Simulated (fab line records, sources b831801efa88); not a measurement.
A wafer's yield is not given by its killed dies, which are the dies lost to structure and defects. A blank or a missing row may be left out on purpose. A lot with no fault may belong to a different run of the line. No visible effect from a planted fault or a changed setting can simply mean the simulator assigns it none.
Chamber matching -- flow sky130 -- SKY_FIELD_ISO_ETCH_15 on rieDiel-02: 4 sister chambers
The step etches the open film in CHF3/O2, stops on Si, target depth 180 nm, time 72 s. 8 wafers are shown with their chamber, then 10 later ones without.

WAFERS WITH THEIR CHAMBER
wafer,chamber,throttleValvePct (%),oesProductAu (a.u.)
L082.1,0,8.842,0.948
L082.2,3,8.854,0.951
L083.3,1,8.847,0.951
L083.5,1,8.836,0.950
L085.3,3,8.827,0.938
L085.6,0,8.847,0.948
L089.3,2,8.849,0.939
L089.5,2,8.870,0.937

WAFERS WITH NO CHAMBER GIVEN
wafer,throttleValvePct (%),oesProductAu (a.u.)
L089.6,8.842,0.943
L091.1,8.831,0.944
L091.5,8.850,0.931
L091.6,8.832,0.938
L092.1,8.827,0.938
L092.3,8.849,0.932
L092.4,8.853,0.932
L095.1,8.848,0.946
L095.5,8.852,0.936
L095.6,8.852,0.949

THE CHAMBER EACH PASSED THROUGH
wafer,from the rows above,in truth
L089.6,can't be placed: 3 or 0 or 1 or 2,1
L091.1,can't be placed: 3 or 0 or 1 or 2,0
L091.5,can't be placed: 2 or 3 or 0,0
L091.6,can't be placed: 3 or 2 or 0 or 1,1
L092.1,can't be placed: 3 or 2 or 0 or 1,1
L092.3,can't be placed: 2 or 3 or 0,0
L092.4,can't be placed: 2 or 3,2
L095.1,can't be placed: 0 or 3 or 1 or 2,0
L095.5,can't be placed: 2 or 3 or 0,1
L095.6,can't be placed: 0 or 1 or 3 or 2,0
0 of 10 placed correctly. From these rows, 10 cannot be placed; in 9 the true chamber is one of the candidates. Placed wrongly: 0.
How it was worked out, from the rows above alone: a wafer's distance from a chamber is the root of the sum, over the readings, of the square of ((its reading less the chamber's mean) divided by the reading's scatter). The wafer belongs to the nearest chamber; if the next one is less than 2 further off, it can't be placed. For every chamber, the mean is computed from those of its wafers that are shown. The scatter: the root of (the sum of the squares of (reading less its chamber's mean) over the shown wafers, divided by (wafers less chambers)).
